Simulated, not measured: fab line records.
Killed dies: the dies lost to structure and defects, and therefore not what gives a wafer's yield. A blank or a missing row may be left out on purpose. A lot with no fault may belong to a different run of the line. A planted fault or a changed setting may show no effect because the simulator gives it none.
Which tool is to blame? || flow sky130 || 12 lots with 36 wafers sampled at 4 steps, on a route of 708 steps

== WHAT THE GAUGES READ, wafer by wafer ==
SKY_PASSIVATION_THK_MEAS_03. Usual: PASSIVATION_CVD_02_THK gives 541 nm (standard deviation 6.9).
{"lot": "L843", "measured": "day 44 10:02", "on": "film_metro-02", "PASSIVATION_CVD_02_THK (nm)": "528 537 538", "flag": ""}
{"lot": "L845", "measured": "day 44 20:40", "on": "film_metro-03", "PASSIVATION_CVD_02_THK (nm)": "545 555 546", "flag": ""}
{"lot": "L847", "measured": "day 45 03:40", "on": "film_metro-01", "PASSIVATION_CVD_02_THK (nm)": "531 535 545", "flag": ""}
{"lot": "L848", "measured": "day 45 13:47", "on": "film_metro-01", "PASSIVATION_CVD_02_THK (nm)": "535 549 547", "flag": ""}
{"lot": "L849", "measured": "day 46 07:19", "on": "film_metro-03", "PASSIVATION_CVD_02_THK (nm)": "532 545 545", "flag": ""}
{"lot": "L850", "measured": "day 46 08:58", "on": "film_metro-02", "PASSIVATION_CVD_02_THK (nm)": "532 539 538", "flag": ""}
{"lot": "L859", "measured": "day 48 10:01", "on": "film_metro-03", "PASSIVATION_CVD_02_THK (nm)": "547 544 544", "flag": ""}
{"lot": "L860", "measured": "day 48 18:48", "on": "film_metro-03", "PASSIVATION_CVD_02_THK (nm)": "542 544 546", "flag": ""}
{"lot": "L861", "measured": "day 48 23:50", "on": "film_metro-01", "PASSIVATION_CVD_02_THK (nm)": "537 536 535", "flag": ""}
{"lot": "L862", "measured": "day 49 03:34", "on": "film_metro-01", "PASSIVATION_CVD_02_THK (nm)": "529 541 546", "flag": ""}
{"lot": "L863", "measured": "day 49 06:39", "on": "film_metro-01", "PASSIVATION_CVD_02_THK (nm)": "534 531 547", "flag": ""}
{"lot": "L865", "measured": "day 49 21:37", "on": "film_metro-03", "PASSIVATION_CVD_02_THK (nm)": "536 548 545", "flag": ""}

== EACH LOT AND THE TOOL THAT RAN IT (in order: tool; ch and the chambers of the sampled wafers; start) ==
{"lot": "L843", "SKY_METAL5_SPUTTER_01": "pvd_sputter-03, day 43 10:32", "SKY_METAL5_STRIP_16": "plasma_asher-01 ch 0,1, day 44 09:07", "SKY_METAL5_STRIP_17": "wet_bench-02 ch 1, day 44 09:13"}
{"lot": "L845", "SKY_METAL5_SPUTTER_01": "pvd_sputter-02, day 43 21:02", "SKY_METAL5_STRIP_16": "plasma_asher-03 ch 0,1, day 44 19:38", "SKY_METAL5_STRIP_17": "wet_bench-02 ch 3, day 44 19:44"}
{"lot": "L847", "SKY_METAL5_SPUTTER_01": "pvd_sputter-02, day 44 04:05", "SKY_METAL5_STRIP_16": "plasma_asher-04 ch 0,1, day 45 02:38", "SKY_METAL5_STRIP_17": "wet_bench-04 ch 2, day 45 02:44"}
{"lot": "L848", "SKY_METAL5_SPUTTER_01": "pvd_sputter-03, day 44 13:58", "SKY_METAL5_STRIP_16": "plasma_asher-01 ch 0,1, day 45 12:46", "SKY_METAL5_STRIP_17": "wet_bench-02 ch 2, day 45 12:53"}
{"lot": "L849", "SKY_METAL5_SPUTTER_01": "pvd_sputter-03, day 45 08:28", "SKY_METAL5_STRIP_16": "plasma_asher-04 ch 0,1, day 46 06:23", "SKY_METAL5_STRIP_17": "wet_bench-01 ch 0, day 46 06:27"}
{"lot": "L850", "SKY_METAL5_SPUTTER_01": "pvd_sputter-02, day 45 09:53", "SKY_METAL5_STRIP_16": "plasma_asher-04 ch 0,1, day 46 08:03", "SKY_METAL5_STRIP_17": "wet_bench-02 ch 1, day 46 08:09"}
{"lot": "L859", "SKY_METAL5_SPUTTER_01": "pvd_sputter-04, day 47 12:34", "SKY_METAL5_STRIP_16": "plasma_asher-01 ch 0,1, day 48 09:02", "SKY_METAL5_STRIP_17": "wet_bench-01 ch 2, day 48 09:10"}
{"lot": "L860", "SKY_METAL5_SPUTTER_01": "pvd_sputter-02, day 48 00:02", "SKY_METAL5_STRIP_16": "plasma_asher-03 ch 0,1, day 48 17:52", "SKY_METAL5_STRIP_17": "wet_bench-01 ch 3, day 48 17:58"}
{"lot": "L861", "SKY_METAL5_SPUTTER_01": "pvd_sputter-02, day 48 04:16", "SKY_METAL5_STRIP_16": "plasma_asher-04 ch 0,1, day 48 22:55", "SKY_METAL5_STRIP_17": "wet_bench-04 ch 0, day 48 23:01"}
{"lot": "L862", "SKY_METAL5_SPUTTER_01": "pvd_sputter-03, day 48 08:10", "SKY_METAL5_STRIP_16": "plasma_asher-01 ch 0,1, day 49 02:40", "SKY_METAL5_STRIP_17": "wet_bench-01 ch 0, day 49 02:44"}
{"lot": "L863", "SKY_METAL5_SPUTTER_01": "pvd_sputter-03, day 48 10:34", "SKY_METAL5_STRIP_16": "plasma_asher-03 ch 0,1, day 49 05:35", "SKY_METAL5_STRIP_17": "wet_bench-04 ch 0, day 49 05:44"}
{"lot": "L865", "SKY_METAL5_SPUTTER_01": "pvd_sputter-04, day 49 02:34", "SKY_METAL5_STRIP_16": "plasma_asher-04 ch 0,1, day 49 20:41", "SKY_METAL5_STRIP_17": "wet_bench-01 ch 0, day 49 20:47"}
- SKY_METAL5_SPUTTER_01: material TiN, target thk 20 nm, time 16.7 s.
- SKY_METAL5_STRIP_16: strips in O2/N2.
- SKY_METAL5_STRIP_17: strips in post etch residue remover, time 1200 s.

== WHAT THE TOOLS THEMSELVES READ (means of the sampled wafers that have a number; where no wafer has one, the mark that the record gives instead) ==
SKY_METAL5_SPUTTER_01. Usual: throttle_valve_pct reads 30.1 % (standard deviation 0.99).
{"lot": "L843", "tool": "pvd_sputter-03", "throttle_valve_pct (%)": 29.5, "flag": ""}
{"lot": "L845", "tool": "pvd_sputter-02", "throttle_valve_pct (%)": 29.3, "flag": ""}
{"lot": "L847", "tool": "pvd_sputter-02", "throttle_valve_pct (%)": 30.0, "flag": ""}
{"lot": "L848", "tool": "pvd_sputter-03", "throttle_valve_pct (%)": 29.4, "flag": ""}
{"lot": "L849", "tool": "pvd_sputter-03", "throttle_valve_pct (%)": 30.2, "flag": ""}
{"lot": "L850", "tool": "pvd_sputter-02", "throttle_valve_pct (%)": 29.5, "flag": ""}
{"lot": "L859", "tool": "pvd_sputter-04", "throttle_valve_pct (%)": 30.0, "flag": ""}
{"lot": "L860", "tool": "pvd_sputter-02", "throttle_valve_pct (%)": 29.8, "flag": ""}
{"lot": "L861", "tool": "pvd_sputter-02", "throttle_valve_pct (%)": 30.1, "flag": ""}
{"lot": "L862", "tool": "pvd_sputter-03", "throttle_valve_pct (%)": 30.4, "flag": ""}
{"lot": "L863", "tool": "pvd_sputter-03", "throttle_valve_pct (%)": 30.4, "flag": ""}
{"lot": "L865", "tool": "pvd_sputter-04", "throttle_valve_pct (%)": 30.5, "flag": ""}

SKY_METAL5_STRIP_16. Usual: chamber_pressure_mTorr 1500.0 mTorr, standard deviation 1.3; drypump_motor_current_A 5.89 A, standard deviation 0.28; oes_product_au 0.710 a.u., standard deviation 0.0047; strip_time_to_endpoint_s 13.06 s, standard deviation 0.15.
{"lot": "L843", "tool": "plasma_asher-01", "chamber_pressure_mTorr (mTorr)": 1500.2, "drypump_motor_current_A (A)": 5.72, "oes_product_au (a.u.)": 0.711, "strip_time_to_endpoint_s (s)": 13.37, "flag": ""}
{"lot": "L845", "tool": "plasma_asher-03", "chamber_pressure_mTorr (mTorr)": 1499.6, "drypump_motor_current_A (A)": 5.82, "oes_product_au (a.u.)": 0.707, "strip_time_to_endpoint_s (s)": 13.05, "flag": ""}
{"lot": "L847", "tool": "plasma_asher-04", "chamber_pressure_mTorr (mTorr)": 1499.8, "drypump_motor_current_A (A)": 6.06, "oes_product_au (a.u.)": 0.713, "strip_time_to_endpoint_s (s)": 13.13, "flag": ""}
{"lot": "L848", "tool": "plasma_asher-01", "chamber_pressure_mTorr (mTorr)": 1499.0, "drypump_motor_current_A (A)": 5.70, "oes_product_au (a.u.)": 0.712, "strip_time_to_endpoint_s (s)": 13.05, "flag": ""}
{"lot": "L849", "tool": "plasma_asher-04", "chamber_pressure_mTorr (mTorr)": 1500.2, "drypump_motor_current_A (A)": 6.08, "oes_product_au (a.u.)": 0.708, "strip_time_to_endpoint_s (s)": 12.88, "flag": ""}
{"lot": "L850", "tool": "plasma_asher-04", "chamber_pressure_mTorr (mTorr)": 1499.5, "drypump_motor_current_A (A)": 6.05, "oes_product_au (a.u.)": 0.712, "strip_time_to_endpoint_s (s)": 12.89, "flag": ""}
{"lot": "L859", "tool": "plasma_asher-01", "chamber_pressure_mTorr (mTorr)": 1499.5, "drypump_motor_current_A (A)": 5.98, "oes_product_au (a.u.)": 0.709, "strip_time_to_endpoint_s (s)": 13.03, "flag": ""}
{"lot": "L860", "tool": "plasma_asher-03", "chamber_pressure_mTorr (mTorr)": 1500.2, "drypump_motor_current_A (A)": 5.69, "oes_product_au (a.u.)": 0.709, "strip_time_to_endpoint_s (s)": 13.13, "flag": ""}
{"lot": "L861", "tool": "plasma_asher-04", "chamber_pressure_mTorr (mTorr)": 1499.3, "drypump_motor_current_A (A)": 6.06, "oes_product_au (a.u.)": 0.713, "strip_time_to_endpoint_s (s)": 13.02, "flag": ""}
{"lot": "L862", "tool": "plasma_asher-01", "chamber_pressure_mTorr (mTorr)": 1499.7, "drypump_motor_current_A (A)": 5.99, "oes_product_au (a.u.)": 0.715, "strip_time_to_endpoint_s (s)": 13.02, "flag": ""}
{"lot": "L863", "tool": "plasma_asher-03", "chamber_pressure_mTorr (mTorr)": 1498.7, "drypump_motor_current_A (A)": 5.70, "oes_product_au (a.u.)": 0.709, "strip_time_to_endpoint_s (s)": 13.04, "flag": ""}
{"lot": "L865", "tool": "plasma_asher-04", "chamber_pressure_mTorr (mTorr)": 1498.8, "drypump_motor_current_A (A)": 6.02, "oes_product_au (a.u.)": 0.706, "strip_time_to_endpoint_s (s)": 13.04, "flag": ""}

SKY_METAL5_STRIP_17. Usual: bath_guard_temp_C 72.7 C, standard deviation 0.59; bath_heat_duty_pct 14.5 %, standard deviation 1.1.
{"lot": "L843", "tool": "wet_bench-02", "bath_guard_temp_C (C)": 73.4, "bath_heat_duty_pct (%)": 16.0, "flag": ""}
{"lot": "L845", "tool": "wet_bench-02", "bath_guard_temp_C (C)": 72.1, "bath_heat_duty_pct (%)": 15.2, "flag": ""}
{"lot": "L847", "tool": "wet_bench-04", "bath_guard_temp_C (C)": 72.5, "bath_heat_duty_pct (%)": 14.1, "flag": ""}
{"lot": "L848", "tool": "wet_bench-02", "bath_guard_temp_C (C)": 71.9, "bath_heat_duty_pct (%)": 14.8, "flag": ""}
{"lot": "L849", "tool": "wet_bench-01", "bath_guard_temp_C (C)": "-", "bath_heat_duty_pct (%)": "-", "flag": "OFF"}
{"lot": "L850", "tool": "wet_bench-02", "bath_guard_temp_C (C)": "-", "bath_heat_duty_pct (%)": "-", "flag": "OFF"}
{"lot": "L859", "tool": "wet_bench-01", "bath_guard_temp_C (C)": 72.6, "bath_heat_duty_pct (%)": 12.4, "flag": ""}
{"lot": "L860", "tool": "wet_bench-01", "bath_guard_temp_C (C)": 73.6, "bath_heat_duty_pct (%)": 14.0, "flag": ""}
{"lot": "L861", "tool": "wet_bench-04", "bath_guard_temp_C (C)": 72.2, "bath_heat_duty_pct (%)": 15.2, "flag": ""}
{"lot": "L862", "tool": "wet_bench-01", "bath_guard_temp_C (C)": 73.1, "bath_heat_duty_pct (%)": 14.8, "flag": ""}
{"lot": "L863", "tool": "wet_bench-04", "bath_guard_temp_C (C)": 72.2, "bath_heat_duty_pct (%)": 14.0, "flag": ""}
{"lot": "L865", "tool": "wet_bench-01", "bath_guard_temp_C (C)": 73.2, "bath_heat_duty_pct (%)": 14.2, "flag": ""}

== THE ANSWER, worked out from the rows above alone ==
Rule: take the mean of a lot's wafers that have a number; if it is more than 3 standard deviations from the usual mean, the lot is off. Also off: a lot with no number at a reading for which 4 or more lots have one. Any other lot the step has rows for is counted as sound. The gauges are gone through in route order, then the tools' own readings, and for those a lot's mean is taken as printed above. The first step at which some lot is off is used, and at that step the reading that is off furthest; a lot without a number counts as furthest.
Off: L849, L850, at SKY_METAL5_STRIP_17 (bath_guard_temp_C). Without a number there: L849, L850.
If a tool, at that step or one of the process steps before it, ran each lot that is off and ran no sound lot following the first of them, it fits. None of those tried fits.

== WHAT THE SIMULATOR HAD PUT IN ==
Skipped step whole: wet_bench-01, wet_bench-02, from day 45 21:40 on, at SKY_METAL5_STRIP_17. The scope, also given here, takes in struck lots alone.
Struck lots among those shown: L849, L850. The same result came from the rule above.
